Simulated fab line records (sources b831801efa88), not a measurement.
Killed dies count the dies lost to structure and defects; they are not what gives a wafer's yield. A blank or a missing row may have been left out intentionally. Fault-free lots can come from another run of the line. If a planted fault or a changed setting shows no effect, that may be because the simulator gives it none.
fab line records ; flow sky130
record: lots: 5; wafers: 15; lastDay: 50
route steps=708 shown LDD_HVN@270 LDD_HVP@278 LDD_LDN@289 PAD_OPEN@708
lots that met no fault: from a run of the same line without faults
startH: the number of hours between the record's first day and the start of the first shown wafer of the lot ; waitH: hours from the lot's prior step to this one ; " the same as in the row above ; L1.1+2: a single row standing in for several wafers ; - no value present, or no start provided ; * or withheld: withheld ; < > ~ a bound
route shown NAME@n: names a module that has steps shown in the file, with the first one's number in the route ; usual: mean and standard deviation over wafers with no fault ; same: alike in all rows ; chamber/n: place in a boat ; sites: per-site readings ; _std_site: how widely they spread, as a standard deviation ; _edge_site: inner sites' mean taken away from outer sites' mean ; radiusMm: for every site, how far away it sits from the centre of the wafer ; mask NAME#n: copy n ; behind: the tool/chamber that last shaped the wafer ; hold: why the lot was held/for how many hours/how that ended ; device: the n, p or np transistor that did not switch ; end of line: the same wafers' tests at the end of the route ; for a step that has no rows: nothing shown but its recipe ; killed: the dies lost at the first sort to structure and to defects; this is not the yield of the wafer ; map: per-die view of a wafer (x killed, . not killed, _ where there is no die)
set.NAME: setting as actually run; set.NAME@STEP: the setting as run at that earlier step ; model.NAME: the simulator's own value behind a step, which no gauge read
lots at selected steps of the route; one table per step, one row per wafer
services: the hour from which a tool's chamber was out of use, counted from the record's first day as startH (under 0 if before that day), plus the number of hours and why
== steps ==
step: SKY_LDD_HVN_SOFTBAKE_03
recipe: tempC: 90; timeS: 60; resist: NOVOLAK
step: SKY_LDD_HVN_EXPOSE_04
recipe: maskId: HVNTM; na: 0.6; sourceShape: conventional; sigmaOuter: 0.6; polarization: unpolarized; targetCdNm: 700; doseMj: 127
step: SKY_LDD_HVN_PEB_05
recipe: tempC: withheld; timeS: *; resist: NOVOLAK
step: SKY_LDD_HVN_DEVELOP_06
recipe: resist: NOVOLAK; developer: TMAH; developTimeS: 60; devTempC: 23
step: SKY_LDD_HVN_OVL_MEAS_07
usual: LDD_HVN_OVL: -0.1/1.3
lot.wafer;tool;chamber;startH;waitH;LDD_HVN_OVL[nm]
L881.3;overlay-01;-;501.33;0.1;1.0
L881.4;overlay-01;-;501.33;0.1;-0.8
L881.6;overlay-01;-;501.33;0.1;1.2
L885.2;overlay-01;-;542.62;0.1;0.0
L885.4;overlay-01;-;542.62;0.1;0.2
L885.6;overlay-01;-;542.62;0.1;0.7
L887.1;overlay-01;-;559.42;0.1;-1.2
L887.3;overlay-01;-;559.42;0.1;-1.8
L887.6;overlay-01;-;559.42;0.1;-2.2
L894.2;overlay-02;-;619.58;0.1;2.4
L894.3;overlay-02;-;619.58;0.1;0.7
L894.4;overlay-02;-;619.58;0.1;-0.8
L897.2;overlay-01;-;647.26;0.1;-2.0
L897.4;overlay-01;-;647.26;0.1;-0.8
L897.6;overlay-01;-;647.26;0.1;0.1
step: SKY_LDD_HVN_IMPLANT_08
recipe: species: P; energyKev: 60; doseCm2: 3e+13; tiltDeg: 40
step: SKY_LDD_HVN_STRIP_09
recipe: chemistry: O2/N2; powerW: 1400; pressureMtorr: 1500; platenTempC: withheld; o2FlowSccm: 3000; n2FlowSccm: 300; overashFraction: 0.5
usual: drypumpMotorCurrentA: 5.8/0.46; n2FlowSccm: 300.1/0.88; oesProductAu: 0.408/0.0046; stripTimeToEndpointS: 4.140/0.016
lot.wafer;tool;chamber;startH;waitH;drypumpMotorCurrentA;n2FlowSccm;oesProductAu;rfHoursCounterH;stripTimeToEndpointS
L881.3;plasmaAsher-03;1;501.54;0.1;5.7;297.7;0.408;-;4.146
L881.4;plasmaAsher-03;0;501.54;0.1;5.6;302.4;0.407;-;4.146
L881.6;plasmaAsher-03;1;501.54;0.1;5.7;299.4;0.413;-;4.130
L885.2;plasmaAsher-03;1;542.80;0.1;5.7;301.8;0.413;11;4.147
L885.4;plasmaAsher-03;1;542.80;0.1;5.7;300.7;0.406;-;4.135
L885.6;plasmaAsher-03;0;542.80;0.1;5.6;300.0;0.411;-;4.149
L887.1;plasmaAsher-03;1;559.61;0.1;5.7;300.3;0.412;12;4.149
L887.3;plasmaAsher-03;0;559.61;0.1;5.6;300.4;0.414;-;4.154
L887.6;plasmaAsher-03;1;559.61;0.1;5.7;299.9;0.411;-;4.148
L894.2;plasmaAsher-01;0;619.76;0.1;6.4;301.7;0.414;80;4.130
L894.3;plasmaAsher-01;1;619.76;0.1;6.6;299.5;0.410;-;4.143
L894.4;plasmaAsher-01;0;619.76;0.1;6.5;300.8;0.402;-;4.155
L897.2;plasmaAsher-03;1;647.44;0.1;5.7;300.9;0.411;21;4.128
L897.4;plasmaAsher-03;1;647.44;0.1;5.7;300.9;0.406;-;4.131
L897.6;plasmaAsher-03;0;647.44;0.1;5.6;300.1;0.405;-;4.128
step: SKY_LDD_HVN_TW_MEAS_10
usual: LDD_HVN_TW: 1430/20
lot.wafer;tool;chamber;startH;waitH;LDD_HVN_TW
L881.3;filmMetro-01;-;501.62;0.1;1459
L881.4;filmMetro-01;-;501.62;0.1;1455
L881.6;filmMetro-01;-;501.62;0.1;1465
L885.2;filmMetro-04;-;542.91;0.1;1420
L885.4;filmMetro-04;-;542.91;0.1;1417
L885.6;filmMetro-04;-;542.91;0.1;1418
L887.1;filmMetro-04;-;559.71;0.1;1409
L887.3;filmMetro-04;-;559.71;0.1;1411
L887.6;filmMetro-04;-;559.71;0.1;1402
L894.2;filmMetro-01;-;619.87;0.1;1465
L894.3;filmMetro-01;-;619.87;0.1;1465
L894.4;filmMetro-01;-;619.87;0.1;1465
L897.2;filmMetro-04;-;647.55;0.1;1393
L897.4;filmMetro-04;-;647.55;0.1;1401
L897.6;filmMetro-04;-;647.55;0.1;1401
step: SKY_LDD_HVP_DEHYDRATE_00
recipe: tempC: 200; timeS: 60
step: SKY_LDD_HVP_HMDS_01
recipe: primeTimeS: 60; primeTempC: 120
step: SKY_LDD_HVP_COAT_02
recipe: resist: NOVOLAK; spinRpm: 3000; resistThkNm: 300
step: SKY_LDD_HVP_SOFTBAKE_03
recipe: tempC: 90; timeS: 60; resist: NOVOLAK
step: SKY_LDD_HVP_EXPOSE_04
recipe: maskId: HVPTM; na: 0.6; sourceShape: conventional; sigmaOuter: 0.6; polarization: unpolarized; targetCdNm: 700; doseMj: 86
lot.wafer;tool;chamber;startH;waitH;mask
L881.3+4+6;ilineStepper-02;0;517.58;-;HVPTM#0
L885.2+4+6;ilineStepper-02;0;558.06;-;HVPTM#0
L887.1+3+6;ilineStepper-02;0;574.48;-;HVNTM#0
L894.2+3+4;ilineStepper-02;0;634.05;-;HVPTM#0
L897.2+4+6;ilineStepper-01;0;661.44;-;HVPTM#0
step: SKY_LDD_HVP_PEB_05
recipe: tempC: withheld; timeS: *; resist: NOVOLAK
step: SKY_LDD_HVP_DEVELOP_06
recipe: resist: NOVOLAK; developer: TMAH; developTimeS: 60; devTempC: 23
step: SKY_LDD_HVP_OVL_MEAS_07
usual: LDD_HVP_OVL: -0.4/1.6
lot.wafer;tool;chamber;startH;waitH;LDD_HVP_OVL[nm]
L881.3;overlay-01;-;531.78;0.1;1.1
L881.4;overlay-01;-;531.78;0.1;0.9
L881.6;overlay-01;-;531.78;0.1;1.5
L885.2;overlay-01;-;572.08;0.1;2.5
L885.4;overlay-01;-;572.08;0.1;1.4
L885.6;overlay-01;-;572.08;0.1;3.4
L887.1;overlay-01;-;589.47;0.1;-
L887.3;overlay-01;-;589.47;0.1;-
L887.6;overlay-01;-;589.47;0.1;-
L894.2;overlay-02;-;648.83;0.1;1.6
L894.3;overlay-02;-;648.83;0.1;0.0
L894.4;overlay-02;-;648.83;0.1;0.8
L897.2;overlay-02;-;675.42;0.1;-0.9
L897.4;overlay-02;-;675.42;0.1;1.4
L897.6;overlay-02;-;675.42;0.1;-1.1
step: SKY_LDD_HVP_IMPLANT_08
recipe: species: B; energyKev: 20; doseCm2: 1.7e+13; tiltDeg: 17.9
step: SKY_LDD_HVP_STRIP_09
recipe: chemistry: O2/N2; powerW: 1400; pressureMtorr: 1500; platenTempC: withheld; o2FlowSccm: 3000; n2FlowSccm: 300; overashFraction: 0.5
usual: drypumpMotorCurrentA: 5.51/0.19; n2FlowSccm: 300.1/0.88; oesProductAu: 0.409/0.0044; stripTimeToEndpointS: 4.138/0.019
lot.wafer;tool;chamber;startH;waitH;drypumpMotorCurrentA;n2FlowSccm;oesProductAu;rfHoursCounterH;stripTimeToEndpointS
L881.3;plasmaAsher-03;0;531.99;0.1;5.56;300.0;0.410;-;4.129
L881.4;plasmaAsher-03;1;531.99;0.1;5.73;300.7;0.410;-;4.154
L881.6;plasmaAsher-03;0;531.99;0.1;5.56;300.1;0.409;-;4.137
L885.2;plasmaAsher-04;1;572.26;0.1;5.18;299.3;0.400;46;4.147
L885.4;plasmaAsher-04;1;572.26;0.1;5.16;300.8;0.407;-;4.146
L885.6;plasmaAsher-04;0;572.26;0.1;5.59;298.7;0.407;-;4.160
L887.1;plasmaAsher-03;1;589.66;0.1;5.72;300.0;0.408;15;4.103
L887.3;plasmaAsher-03;0;589.66;0.1;5.58;300.0;0.412;-;4.121
L887.6;plasmaAsher-03;0;589.66;0.1;5.57;299.8;0.407;-;4.126
L894.2;plasmaAsher-03;1;649.01;0.1;5.75;299.5;0.415;21;4.106
L894.3;plasmaAsher-03;1;649.01;0.1;5.72;299.9;0.400;-;4.134
L894.4;plasmaAsher-03;0;649.01;0.1;5.59;299.5;0.409;-;4.116
L897.2;plasmaAsher-04;0;675.60;0.1;5.57;298.9;0.409;56;4.138
L897.4;plasmaAsher-04;1;675.60;0.1;5.20;300.9;0.414;-;4.145
L897.6;plasmaAsher-04;1;675.60;0.1;5.19;299.4;0.407;-;4.128
step: SKY_LDD_HVP_TW_MEAS_10
usual: LDD_HVP_TW: 456/4.4
lot.wafer;tool;chamber;startH;waitH;LDD_HVP_TW
L881.3;filmMetro-01;-;532.07;0.1;459
L881.4;filmMetro-01;-;532.07;0.1;459
L881.6;filmMetro-01;-;532.07;0.1;460
L885.2;filmMetro-02;-;572.37;0.1;453
L885.4;filmMetro-02;-;572.37;0.1;449
L885.6;filmMetro-02;-;572.37;0.1;450
L887.1;filmMetro-02;-;589.76;0.1;30
L887.3;filmMetro-02;-;589.76;0.1;30
L887.6;filmMetro-02;-;589.76;0.1;30
L894.2;filmMetro-01;-;649.12;0.1;461
L894.3;filmMetro-01;-;649.12;0.1;461
L894.4;filmMetro-01;-;649.12;0.1;462
L897.2;filmMetro-01;-;675.71;0.1;465
L897.4;filmMetro-01;-;675.71;0.1;462
L897.6;filmMetro-01;-;675.71;0.1;463
step: SKY_LDD_LDN_DEHYDRATE_00
recipe: tempC: 200; timeS: 60
step: SKY_PAD_OPEN_PROBE_99
usual: killed_at_M0_to_M3: 45/6.8; killed_at_M4_up: 3.2/1.6; killedAtContacts: 24/5.1; killedAtFrontEnd: 14/4.4; killedAtOther: 0.4/0.65; killedDies: 87/8.8; killedOnRim: 17/3.6; killedOpen: 47/7.2; killedShort: 39/6.1
same: grossDies: 492; killedAtBackSide: 0
lot.wafer;tool;chamber;startH;waitH;killed_at_M0_to_M3;killed_at_M4_up;killedAtContacts;killedAtFrontEnd;killedAtOther;killedDies;killedOnRim;killedOpen;killedShort
L881.3;prober-02;-;1099.20;0.2;54;6;28;11;1;100;17;62;38
L881.4;prober-02;-;1099.25;0.2;51;4;32;20;0;107;16;63;44
L881.6;prober-02;-;1099.35;0.2;54;3;34;14;0;105;21;62;43
L885.2;prober-02;-;1123.79;0.1;44;4;25;14;1;88;22;47;41
L885.4;prober-02;-;1123.89;0.2;31;4;22;14;0;71;19;30;41
L885.6;prober-02;-;1123.99;0.2;42;1;31;17;0;91;22;46;45
L887.1;prober-02;-;1137.81;0.1;55;3;27;407;0;492;96;57;47
L887.3;prober-02;-;1137.91;0.2;45;5;22;418;2;492;96;38;51
L887.6;prober-02;-;1138.06;0.2;57;4;23;408;0;492;96;62;40
L894.2;prober-01;-;1174.52;0.1;42;2;15;14;0;73;16;44;29
L894.3;prober-01;-;1174.57;0.2;50;7;20;25;0;102;19;46;55
L894.4;prober-01;-;1174.62;0.2;44;6;21;17;0;88;18;53;35
L897.2;prober-02;-;1195.17;0.1;55;5;22;10;1;93;20;49;44
L897.4;prober-02;-;1195.27;0.2;44;7;23;16;0;90;19;51;38
L897.6;prober-02;-;1195.37;0.2;38;1;30;6;0;75;11;37;37
killed by level:class
L881.3 VIA1:geometricParticle:open=14 CONTACT:geometricParticle:open=10 LI_CONTACT:geometricParticle:open=10 VIA3:geometricParticle:open=8 VIA2:geometricParticle:open=7 METAL2:geometricParticle:short=5 LOCAL_INTERCONNECT:geometricParticle:short=5 METAL1:geometricParticle:short=5
L881.4 CONTACT:geometricParticle:open=17 VIA1:geometricParticle:open=14 POLY_GATE:geometricParticle:open=7 CONTACT:geometricParticle:short=7 VIA1:geometricParticle:short=7 VIA2:geometricParticle:open=7 METAL1:geometricParticle:short=6 VIA3:geometricParticle:open=6
L881.6 CONTACT:geometricParticle:open=14 VIA1:geometricParticle:open=13 VIA3:geometricParticle:open=11 LI_CONTACT:geometricParticle:open=7 VIA1:geometricParticle:short=7 VIA2:geometricParticle:open=6 FIELD_ISO:geometricParticle:short=5 LI_CONTACT:geometricParticle:short=5
L885.2 CONTACT:geometricParticle:open=9 VIA1:geometricParticle:open=9 VIA3:geometricParticle:open=8 METAL1:geometricParticle:short=6 VIA2:geometricParticle:open=6 FIELD_ISO:geometricParticle:open=5 LI_CONTACT:geometricParticle:open=5 METAL2:geometricParticle:short=5
L885.4 CONTACT:geometricParticle:open=6 VIA1:geometricParticle:open=6 VIA3:geometricParticle:short=6 FIELD_ISO:geometricParticle:short=4 POLY_GATE:geometricParticle:open=4 POLY_GATE:geometricParticle:short=4 LI_CONTACT:geometricParticle:open=4 LOCAL_INTERCONNECT:geometricParticle:short=4
L885.6 CONTACT:geometricParticle:open=13 VIA1:geometricParticle:short=12 LI_CONTACT:geometricParticle:open=6 LOCAL_INTERCONNECT:geometricParticle:short=6 VIA3:geometricParticle:open=5 FIELD_ISO:geometricParticle:open=4 METAL1:geometricParticle:short=4 METAL3:geometricParticle:short=4
L887.1 LDD_HVP:areaExpose=388 VIA1:geometricParticle:open=12 VIA1:geometricParticle:short=10 LI_CONTACT:geometricParticle:open=10 POLY_GATE:geometricParticle:open=8 CONTACT:geometricParticle:open=8 VIA2:geometricParticle:open=6 METAL1:geometricParticle:short=6
L887.3 LDD_HVP:areaExpose=403 VIA1:geometricParticle:open=11 VIA1:geometricParticle:short=7 METAL1:geometricParticle:short=7 CONTACT:geometricParticle:open=6 VIA2:geometricParticle:short=6 LOCAL_INTERCONNECT:geometricParticle:short=5 CONTACT:geometricParticle:short=5
L887.6 LDD_HVP:areaExpose=390 VIA1:geometricParticle:open=13 VIA2:geometricParticle:open=10 LI_CONTACT:geometricParticle:open=7 METAL2:geometricParticle:short=6 VIA2:geometricParticle:short=6 FIELD_ISO:geometricParticle:open=5 VIA3:geometricParticle:open=5
L894.2 VIA1:geometricParticle:open=10 VIA2:geometricParticle:open=10 VIA3:geometricParticle:open=8 CONTACT:geometricParticle:open=6 FIELD_ISO:geometricParticle:short=5 POLY_GATE:geometricParticle:short=5 METAL2:geometricParticle:short=4 LOCAL_INTERCONNECT:geometricParticle:short=3
L894.3 FIELD_ISO:geometricParticle:short=10 VIA1:geometricParticle:open=9 CONTACT:geometricParticle:open=8 VIA3:geometricParticle:open=7 METAL2:geometricParticle:short=7 METAL4:geometricParticle:short=7 METAL1:geometricParticle:short=6 VIA1:geometricParticle:short=6
L894.4 VIA1:geometricParticle:open=12 FIELD_ISO:geometricParticle:open=9 VIA2:geometricParticle:open=8 CONTACT:geometricParticle:open=7 VIA3:geometricParticle:open=5 FIELD_ISO:geometricParticle:short=4 METAL2:geometricParticle:short=4 LI_CONTACT:geometricParticle:open=4
L897.2 CONTACT:geometricParticle:open=10 LI_CONTACT:geometricParticle:open=9 VIA1:geometricParticle:short=8 VIA1:geometricParticle:open=8 METAL2:geometricParticle:short=8 VIA3:geometricParticle:open=8 VIA2:geometricParticle:open=7 METAL1:geometricParticle:short=6
L897.4 VIA2:geometricParticle:open=12 VIA1:geometricParticle:open=9 LI_CONTACT:geometricParticle:open=9 POLY_GATE:geometricParticle:short=7 METAL4:geometricParticle:short=7 CONTACT:geometricParticle:open=6 METAL1:geometricParticle:short=6 VIA3:geometricParticle:open=6
L897.6 CONTACT:geometricParticle:open=11 CONTACT:geometricParticle:short=8 METAL1:geometricParticle:short=6 VIA3:geometricParticle:open=6 VIA1:geometricParticle:open=6 VIA3:geometricParticle:short=6 METAL2:geometricParticle:short=5 LI_CONTACT:geometricParticle:open=4
map L887.1 (x killed, . not)
__________xxxxxxxxxx_________
________xxxxxxxxxxxxxx_______
______xxxxxxxxxxxxxxxxxx_____
_____xxxxxxxxxxxxxxxxxxxx____
____xxxxxxxxxxxxxxxxxxxxxx___
___xxxxxxxxxxxxxxxxxxxxxxxx__
__xxxxxxxxxxxxxxxxxxxxxxxxxx_
_xxxxxxxxxxxxxxxxxxxxxxxxxxxx
_xxxxxxxxxxxxxxxxxxxxxxxxxxxx
_xxxxxxxxxxxxxxxxxxxxxxxxxxxx
_xxxxxxxxxxxxxxxxxxxxxxxxxxxx
_xxxxxxxxxxxxxxxxxxxxxxxxxxxx
_xxxxxxxxxxxxxxxxxxxxxxxxxxxx
_xxxxxxxxxxxxxxxxxxxxxxxxxxxx
_xxxxxxxxxxxxxxxxxxxxxxxxxxxx
__xxxxxxxxxxxxxxxxxxxxxxxxxx_
___xxxxxxxxxxxxxxxxxxxxxxxx__
____xxxxxxxxxxxxxxxxxxxxxx___
_____xxxxxxxxxxxxxxxxxxxx____
______xxxxxxxxxxxxxxxxxx_____
________xxxxxxxxxxxxxx_______
__________xxxxxxxxxx_________
map L885.6 (x killed, . not)
__________xxx.x....x_________
________..x.x....x...._______
______.................._____
_____..x.........xx......____
____...x....x..x..........___
___.........xxx.......x....__
__.....x.x.......x.x.......x_
_.....xx..x..x.xx....x.......
_.....x........x...x...xx.x..
_..............x..x...xx.....
_.xx.....................xx..
_..x......x.x...x......x....x
_x.........x.......x......x..
_.................x.......x..
_.......x...........x.x......
__...x..x..........x.xx...xx_
___.x..x...x..xx....x......__
____..x.....x...x......x..___
_____...x....x...........____
______x.x..x....x...x..._____
________...........xx._______
__________xx..xx.xx._________
== services ==
tool;chamber;startH;hours;kind
ilineStepper-02;0;485.77;-;calibration
ilineStepper-01;0;520.45;-;calibration
plasmaAsher-04;-;539.39;2.4;repair
plasmaAsher-01;-;548.97;6.7;repair
plasmaAsher-04;-;607.10;2.8;pm
ilineStepper-01;-;632.59;1.7;pm
ilineStepper-02;-;634.26;1.7;pm
ilineStepper-01;-;650.90;2.1;pm
ilineStepper-01;-;652.98;-;consumableReplace:lamp
plasmaAsher-04;-;660.59;4.6;repair
== key ==
firstSign: step: SKY_LDD_HVP_EXPOSE_04; reading: mask; direction: changed
effect: step: SKY_LDD_HVP_OVL_MEAS_07; reading: LDD_HVP_OVL; direction: missing
effect: step: SKY_LDD_HVP_TW_MEAS_10; reading: LDD_HVP_TW; direction: down; sigmas: 97; usual: 456; struck: 30
effect: step: SKY_PAD_OPEN_PROBE_99; reading: killedAtFrontEnd; direction: up; sigmas: 90; usual: 14; struck: 411
moreKillsBornAt: SKY_LDD_HVP_EXPOSE_04@ilineStepper-02: 1181
metAt SKY_LDD_HVP_EXPOSE_04
struckWafers L887.1,L887.3,L887.6
testerLeftOut L887
onsetBetween 558.06 574.48
fault: kind: wrongMask; tool: any; chamber: -; onsetH: 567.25; steps: SKY_LDD_HVP_EXPOSE_04; auxCopy: HVNTM#0; scope: struckLotsOnly
testerLeftOut: of these lots the tester's yield and bins aren't shown, on N5 and GAA mostly nor the transistor test; their killed dies are dies lost to structure and defects alone, not to doping, threshold or leakage, so they don't give the yield
